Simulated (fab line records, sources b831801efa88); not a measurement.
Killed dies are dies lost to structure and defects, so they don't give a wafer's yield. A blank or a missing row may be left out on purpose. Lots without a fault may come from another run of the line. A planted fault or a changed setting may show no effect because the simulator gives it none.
Problem report in the 8D (eight disciplines) form, filled by code | flow sky130 | the parts of the form that need people (team, actions taken, sign-off) are left out

1. THE PROBLEM
SD_P_TW at SKY_SD_P_TW_MEAS_11 reads a mean of 2996 on 6 wafers of 2 lots; wafers without a fault read 2811 with a standard deviation of 20. That is +9.3 standard deviations from the usual mean.
First seen on wafer L189.3, day 30 19:19, on film_metro-04. The record holds 39 wafers of 13 lots with a number at this step. Rule for "out", or "out of limits": more than 4 standard deviations from the usual mean. The other wafers with a number count as sound.

2. WHAT IT IS AND WHAT IT IS NOT
question                    | is                           | is not
which readings at this step | SD_P_TW                      | -
which lots                  | L189, L191                   | L178, L179, L180, L181, L182, L195, L196, L197, L198, L199, L201
which wafers of those lots  | all that have a number       | -
read on which gauges        | film_metro-02, film_metro-04 | film_metro-01
when                        | from day 30 19:19            | up to then (15 sound wafers); but 18 sound wafers of L195, L196, L197, L198, L199, L201 came after

3. SUSPECTS, AND WHAT RULES EACH OUT
Counting: a tool at a process step up to the reading stays a suspect if it ran every lot that is out and no sound lot after the first of them.
- the gauge at SKY_SD_P_TW_MEAS_11: ruled out. The wafers that are out were read on 2 gauges (film_metro-02, film_metro-04).
- implanter-02 at SKY_SD_P_IMPLANT_09: kept. It ran every lot that is out, first L189 (day 30 19:06), and no sound lot after that. Its own readings are out on those wafers: beam_on_s, dose_ions_cm2.
Left after counting: implanter-02 at SKY_SD_P_IMPLANT_09.

4. THE CAUSE (what the simulator had put in)
Process parameter drift: implanter-02, from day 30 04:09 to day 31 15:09, at SKY_SD_P_IMPLANT_09. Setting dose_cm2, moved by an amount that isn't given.
Counting left only this tool.

5. THE CHAIN OF EFFECTS, in route order
Each row: a reading whose mean over the struck wafers that have a number lies more than 3 standard deviations from the usual. Only readings for which the record gives a usual standard deviation are gone through. hours: the time from each lot's start at the first step in this table that gives one to its start at this step, as a median over the lots. sigmas: the change in usual standard deviations.
hours | step                | reading                  | usual        | on struck wafers | change | sigmas
0     | SKY_SD_P_IMPLANT_09 | beam_on_s                | 15.6 s       | 26.1             | +10.5  | +5.8
0     | SKY_SD_P_IMPLANT_09 | dose_ions_cm2            | 3e+15        | 4e+15            | +1e+15 | +99 or more
0     | SKY_SD_P_STRIP_10   | oes_product_au           | 0.618 a.u.   | 0.596            | -0.022 | -4.8
0     | SKY_SD_P_STRIP_10   | strip_time_to_endpoint_s | 17.50 s      | 18.25            | +0.75  | +20
0     | SKY_SD_P_TW_MEAS_11 | SD_P_TW                  | 2811         | 2996             | +186   | +9.3
55    | SKY_SD_N_RS_MEAS_17 | SD_P_RS                  | 147.1 ohm/sq | 142.1            | -5.0   | -14
The process steps in it:
- SKY_SD_P_IMPLANT_09
- SKY_SD_P_STRIP_10: strips in O2/N2.

6. WHAT WOULD HAVE CAUGHT IT SOONER
In this record the first reading out of limits at a measuring or inspecting step was taken at day 30 19:19, 15 hours after the fault began at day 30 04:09.
The tool's own readings at SKY_SD_P_IMPLANT_09 were out on every struck wafer that the step has a row for (beam_on_s, dose_ions_cm2): an alarm limit on them would have fired on the first of those.
Of the lots that are out (2), L191 began SKY_SD_P_IMPLANT_09 on implanter-02 after day 30 19:19. A hold on the tool at that time would have spared it.
